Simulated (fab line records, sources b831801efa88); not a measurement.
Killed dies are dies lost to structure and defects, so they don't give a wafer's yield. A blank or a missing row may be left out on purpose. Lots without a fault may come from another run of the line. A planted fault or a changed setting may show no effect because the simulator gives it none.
A struck lot beside a sound one | flow gf180mcu | 6 steps out of a route of 602
Sound: wafers L676.2, L676.4, L676.6. Struck: wafers L684.1, L684.4, L684.6. The cause comes at the end.
At each step with rows: each side's tool, then ch and its chambers, then its first start. Under that, the readings that differ: sound wafers | struck wafers | difference of the means | sigmas: that difference in standard deviations of wafers without a fault.
alike: readings whose means differ by less than 2 such deviations, and words and numbers that are the same on both sides. not compared: withheld readings, readings that some wafer has no value for, bounds like >300 that may hide the same value, and numbers for which the record gives no deviation and whose values overlap.
The two part at a step that has a row with sigmas, a row that says differs or no value, or rows on one side only. Numbers that don't overlap but have no deviation are shown without sigmas and don't part them. A reading that every wafer of one side lacks parts them only if that side has two wafers or more.

GF_STI_BOW_MEAS_00:
  sound on film_metro-01, day 2 01:01; struck on film_metro-03, day 3 17:08
  alike: INCOMING_BOW
then, 1 step without rows for these wafers: GF_STI_OXIDATION_01 (stabilise 600 s, purge 300 s, target thk 10 nm).
GF_STI_THK_MEAS_02:
  sound on film_metro-01, day 2 02:31; struck on film_metro-01, day 3 18:39
  alike: STI_OXIDATION_THK
GF_STI_CVD_03: deposits Si3N4 from DCS/NH3, target thk 207.16 nm, time 3551 s.
  sound on lpcvd-01 ch 1, day 2 03:08; struck on lpcvd-01 ch 0, day 3 18:43
  reading                               | sound             | struck            | difference | sigmas
  model.Si3N4_of_STI_CVD_03.thk_nm (nm) | 208.7 206.2 206.4 | 384.7 384.8 384.2 | +177.5     |
  alike: spike_tc_lower_C, zone_power_bottom_pct
GF_STI_THK_MEAS_04:
  sound on film_metro-01, day 2 05:08; struck on film_metro-03, day 3 21:55
  reading             | sound             | struck            | difference | sigmas
  STI_CVD_03_THK (nm) | 208.8 206.3 206.2 | 384.4 384.8 384.0 | +177.3     | +89
  not compared: hold
GF_PASSIVATION_PROBE_99:
  the record has rows for the sound wafers here (prober-02, day 30 01:46) and none for the struck ones

WHERE THEY PART
First at GF_STI_THK_MEAS_04; last, within this record, at GF_PASSIVATION_PROBE_99.

WHY: what the simulator had put in
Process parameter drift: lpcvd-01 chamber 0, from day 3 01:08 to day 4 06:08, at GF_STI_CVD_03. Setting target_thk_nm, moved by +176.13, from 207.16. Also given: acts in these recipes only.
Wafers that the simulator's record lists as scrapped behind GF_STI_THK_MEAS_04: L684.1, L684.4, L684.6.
